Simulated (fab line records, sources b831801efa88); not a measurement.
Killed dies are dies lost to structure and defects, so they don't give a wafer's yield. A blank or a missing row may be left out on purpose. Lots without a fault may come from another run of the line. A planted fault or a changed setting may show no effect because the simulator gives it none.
One fault seen from 2 desks / flow gf180mcu / only its own numbers are on each desk; what lay behind them is given at the end

## FROM THE METROLOGY DESK
Lot by lot, what the gauges showed, no matter which tool ran the lot: averages of those sampled wafers that carry a number. Marked OUT: a lot whose mean sits more than 4 standard deviations from the usual mean, which makes it out of limits; the brackets give that distance.
Columns: A = VT_IMPLANT_02_OVL at GF_VT_IMPLANT_OVL_MEAS_29, usual 0.0 nm; B = V1_OVL at GF_V1_OVL_MEAS_15, usual -2 nm; C = M4_ALCU_RS at GF_M4_RS_MEAS_05, usual 0.0694 ohm/sq
lot=L732; first seen here=day 6 20:01; A=-0.4; B=4; C=0.0702
lot=L734; first seen here=day 7 09:55; A=-0.6; B=0; C=0.0695
lot=L737; first seen here=day 8 07:10; A=-1.0; B=-3; C=0.0690
lot=L739; first seen here=day 8 18:49; A=0.6; B=-7; C=0.0689
lot=L741; first seen here=day 9 06:24; A=-0.2; B=1; C=0.0694
lot=L743; first seen here=day 9 21:09; A=-0.8; B=-5; C=0.0691
lot=L745; first seen here=day 10 12:26; A=0.6; B=1; C=0.0695
lot=L748; first seen here=day 11 04:55; A=234.4 (+99 or more) OUT; B=-3; C=0.0694
lot=L750; first seen here=day 11 20:26; A=-0.4; B=1; C=0.0698
lot=L751; first seen here=day 12 04:24; A=237.1 (+99 or more) OUT; B=-0; C=0.0705
lot=L752; first seen here=day 12 08:25; A=236.3 (+99 or more) OUT; B=8; C=0.0687
lot=L753; first seen here=day 12 15:19; A=1.5; B=4; C=0.0695
lot=L754; first seen here=day 12 20:01; A=3.1; B=-7; C=0.0690
This desk finds L748, L751, L752 out of limits, with the earliest case on L748 at day 11 04:55 (VT_IMPLANT_02_OVL at GF_VT_IMPLANT_OVL_MEAS_29). Within limits: L732, L734, L737, L739, L741, L743, L745, L750, L753, L754.

## THE TOOL OWNER'S DESK: iline-stepper-02
The tool's own readings at GF_VT_IMPLANT_EXPOSE_26 (exposes mask LVPWELL HV AREA, target cd 860 nm): means of the sampled wafers that have a number, for each lot that ran on this tool. Marked OUT: a lot whose mean sits more than 4 standard deviations from the usual mean, which makes it out of limits; the brackets give that distance.
Columns: A = focus-offset-nm at GF_VT_IMPLANT_EXPOSE_26, usual 0.0 nm
lot=L732; first seen here=day 6 12:55; A=0.1
lot=L734; first seen here=day 7 02:23; A=-0.2
lot=L737; first seen here=day 7 23:02; A=0.6
lot=L741; first seen here=day 8 21:30; A=0.1
lot=L748; first seen here=day 10 19:39; A=-0.1
lot=L751; first seen here=day 11 19:14; A=-0.3
lot=L752; first seen here=day 11 22:50; A=0.3
This desk found nothing out of limits on any of the 7 lots.

## BROUGHT TOGETHER
L748, L751, L752 would have let the metrology desk raise an alarm at day 11 04:55.
The desk of the tool owner found nothing out of limits.
The tool owner's desk has L748, L751, L752 on record, within its limits.
Every lot named ran GF_VT_IMPLANT_EXPOSE_26 on iline-stepper-02.

## WHAT HAD BEEN PUT IN BY THE SIMULATOR
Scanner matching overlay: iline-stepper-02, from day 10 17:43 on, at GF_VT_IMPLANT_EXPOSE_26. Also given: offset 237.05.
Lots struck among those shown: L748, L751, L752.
Per desk, hours elapsed from the start of the fault to the first reading out of limits: for the metrology desk, 11.
